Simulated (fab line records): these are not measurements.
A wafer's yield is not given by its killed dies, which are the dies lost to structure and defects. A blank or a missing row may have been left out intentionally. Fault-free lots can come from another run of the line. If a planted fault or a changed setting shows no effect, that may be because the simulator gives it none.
Comparing a struck lot with a sound one :: flow sky130 :: 15 out of 708 route steps
Sound: these wafers, L664.2, L664.3, L664.5. Struck: wafers L671.2, L671.3, L671.4. Last of all comes the cause.
Per side, at each step with rows, come the tool, then ch with its chambers, and then its first start. Under that, the readings that differ: sound wafers :: struck wafers :: difference of the means :: sigmas: that difference in standard deviations of wafers without a fault.
alike: a reading whose means differ by less than 2 such deviations, as well as words and numbers matching on both sides. not compared: withheld readings; readings where some wafer has no value; bounds like >300 that might hide an equal value; numbers whose values overlap and for which the record gives no deviation.
A row with sigmas, a row that says differs or no value, or rows on one side alone: a step with any of these is where the two part. Numbers that have no deviation but don't overlap get no sigmas and don't part them. A reading that every wafer of one side lacks parts them only if that side has two wafers or more.

first, 8 steps without rows for these wafers: SKY_METAL3_DEHYDRATE_05 (time 60 s); SKY_METAL3_HMDS_06 (prime time 60 s); SKY_METAL3_COAT_07 (resist thk 60 nm); SKY_METAL3_COAT_08 (resist thk 1140 nm); SKY_METAL3_SOFTBAKE_09 (time 90 s); SKY_METAL3_EXPOSE_10 (exposes mask MM3, target cd 300 nm); SKY_METAL3_PEB_11; SKY_METAL3_DEVELOP_12 (develop time 60 s).
SKY_METAL3_CD_MEAS_13: the cd target is 300 nm.
  sound on cd sem-01, day 40 20:11; struck on cd sem-02, day 42 12:38
  alike: cd nm
SKY_METAL3_OVL_MEAS_14:
  sound on overlay-01, day 40 20:17; struck on overlay-01, day 42 12:44
  alike: METAL3_OVL
SKY_METAL3_DESCUM_15: chemistry O2, time 8 s.
  sound on rie metal-02 ch 0,1, day 40 20:19; struck on rie metal-02 ch 0,1, day 42 12:46
  alike: drypump motor current A, oes product au
  not compared: rf hours counter h
SKY_METAL3_ETCH_16: etches BARC in N2/H2, stops on SiO2, time 88.2 s, target depth 60 nm.
  sound on rie metal-02 ch 0,1, day 40 20:21; struck on rie metal-02 ch 0,1, day 42 12:48
  alike: bias w, chamber pressure mTorr, drypump motor current A, oes product au, throttle valve pct
  not compared: rf hours counter h
SKY_METAL3_ETCH_17: etches SiO2 in C4F8/O2/Ar, stops on TiN, time 3.9 s, target depth 15 nm.
  sound on rie diel-01 ch 2,3, day 40 20:27; struck on rie diel-04 ch 0,2,3, day 42 12:54
  no value came back on the struck wafers for bias w (W), chamber pressure mTorr (mTorr), oes product au (a.u.); on the sound wafers bias w (W) reads 1205 1195 1203
  not compared: rf hours counter h
SKY_METAL3_METAL_ETCH_18: etches the open film in Cl2/BCl3, stops on SiO2, target depth 845 nm, time 183.1 s.
  sound on rie metal-04 ch 0, day 40 20:28; struck on rie metal-03 ch 0,1, day 42 12:55
reading: bias w (W)
sound: 48.27 48.25 48.33
struck: 48.56 48.76 48.54
difference: +0.34
sigmas: +3
  alike: bcl3 flow sccm, drypump motor current A, oes product au, throttle valve pct
  not compared: rf hours counter h
-- the record jumps here: 7 days lie between the struck wafers' starts before and after (it left off in module METAL3 and takes up again in module PAD_OPEN, whose first step shown is number 708 of the route) --
SKY_PAD_OPEN_PROBE_99:
  sound on prober-02, day 47 17:40; struck on prober-02, day 49 02:08
reading: defect limited yield (%)
sound: 79.1 81.5 81.3
struck: 0 0 0
difference: -81
sigmas: -45

reading: killed_at_M0_to_M3
sound: 58 49 52
struck: 453 453 452
difference: +400
sigmas: +63

reading: killed dies
sound: 103 91 92
struck: 492 492 492
difference: +397
sigmas: +46

reading: killed on rim
sound: 21 15 21
struck: 96 96 96
difference: +77
sigmas: +21

reading: sort_bin_5_function (%)
sound: 12.4 12.0 10.8
struck: 93.1 92.9 93.1
difference: +81.3
sigmas: +63

reading: sort n pass
sound: 389 401 400
struck: 0 0 0
difference: -397
sigmas: -45

reading: sort yield pct (%)
sound: 79.1 81.5 81.3
struck: 0 0 0
difference: -81
sigmas: -45
  alike: killed_at_M4_up, killed at contacts, killed at front end, killed at other, killed open, killed short, sort_bin_3_pad_short, sort_bin_6_memory

WHERE THEY PART
Last at SKY_PAD_OPEN_PROBE_99 as far as this record goes, first at SKY_METAL3_ETCH_17.

WHY: what the simulator had put in
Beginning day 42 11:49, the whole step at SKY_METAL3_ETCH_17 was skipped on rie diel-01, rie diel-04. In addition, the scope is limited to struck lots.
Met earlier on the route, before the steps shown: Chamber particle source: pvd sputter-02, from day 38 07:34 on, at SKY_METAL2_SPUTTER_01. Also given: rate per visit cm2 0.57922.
